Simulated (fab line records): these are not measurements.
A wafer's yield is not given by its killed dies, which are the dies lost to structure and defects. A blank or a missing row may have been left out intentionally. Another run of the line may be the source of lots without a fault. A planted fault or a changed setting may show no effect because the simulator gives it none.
The same fault as seen by 2 desks    flow sky130    each desk has only its own numbers; what lay behind them comes last

== FROM THE METROLOGY DESK ==
What the gauges read for every lot (on any tool): the sampled wafers with a number, averaged. Marked OUT: a lot whose mean sits more than 4 standard deviations from the usual mean, which makes it out of limits; the brackets give that distance.
Columns: A = GATE_OXIDE_OVL at SKY_GATE_OXIDE_OVL_MEAS_10, usual -0.2 nm; B = POLY_GATE_TW at SKY_RES_PROTECT_TW_MEAS_08, usual 4067; C = LDD_HVN_TW at SKY_LDD_HVN_TW_MEAS_10, usual 1443
lot   first seen here  A     B     C
L954  day 13 07:17     1.9   4059  1461
L956  day 14 05:52     -0.6  4090  1442
L958  day 15 02:08     -0.7  4114  1432
L959  day 15 04:46     -0.8  4126  1429
L961  day 16 01:28     0.7   4094  1443
L963  day 17 08:40     0.5   4083  1457
L964  day 17 17:31     0.5   4031  1428
L971  day 19 13:13     0.2   4023  1599 (+9.2) OUT
L972  day 19 20:10     1.4   4097  1569 (+7.4) OUT
L973  day 20 10:46     0.2   4029  1428
L974  day 20 22:04     -1.1  4054  1424
L977  day 21 17:22     -1.0  4107  1468
Finding of this desk: L971, L972 out of limits, first seen on L971 at day 26 03:46 (LDD_HVN_TW at SKY_LDD_HVN_TW_MEAS_10). In limits: L954, L956, L958, L959, L961, L963, L964, L973, L974, L977.

== FOR THE TOOL OWNER'S DESK: implanter-02 ==
SKY_LDD_HVN_IMPLANT_08, tool's own readings: per-lot mean of the sampled wafers with a number, covering each lot this tool ran. Marked OUT: a lot whose mean sits more than 4 standard deviations from the usual mean, which makes it out of limits; the brackets give that distance.
Columns: A = beam_energy_keV at SKY_LDD_HVN_IMPLANT_08, usual 60.000; B = end_station_pressure_torr at SKY_LDD_HVN_IMPLANT_08, usual 5.12e-06 Torr
lot   first seen here  A                         B
L956  day 20 16:52     59.975                    5.09e-06
L963  day 24 02:31     59.994                    4.80e-06
L964  day 24 13:40     60.003                    5.01e-06
L971  day 26 03:31     86.394 (+99 or more) OUT  5.08e-06
L972  day 26 11:50     86.364 (+99 or more) OUT  5.17e-06
This desk's finding: out of limits on L971, L972; first on L971, day 26 03:31 (beam_energy_keV at SKY_LDD_HVN_IMPLANT_08). In limits: L956, L963, L964.

== TAKEN TOGETHER ==
The tool owner's desk had the chance to raise an alarm at day 26 03:31 on L971, L972.
At day 26 03:46 the metrology desk could have sounded an alarm, on L971, L972.
On implanter-02, each named lot ran SKY_LDD_HVN_IMPLANT_08.

== WHAT THE SIMULATOR HAD INSERTED ==
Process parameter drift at SKY_LDD_HVN_IMPLANT_08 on implanter-02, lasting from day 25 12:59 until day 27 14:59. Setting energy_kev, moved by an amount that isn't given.
Shown lots that were struck: L971, L972.
Fault start to first reading out of limits, in hours, per desk: tool owner, 15; metrology, 15.
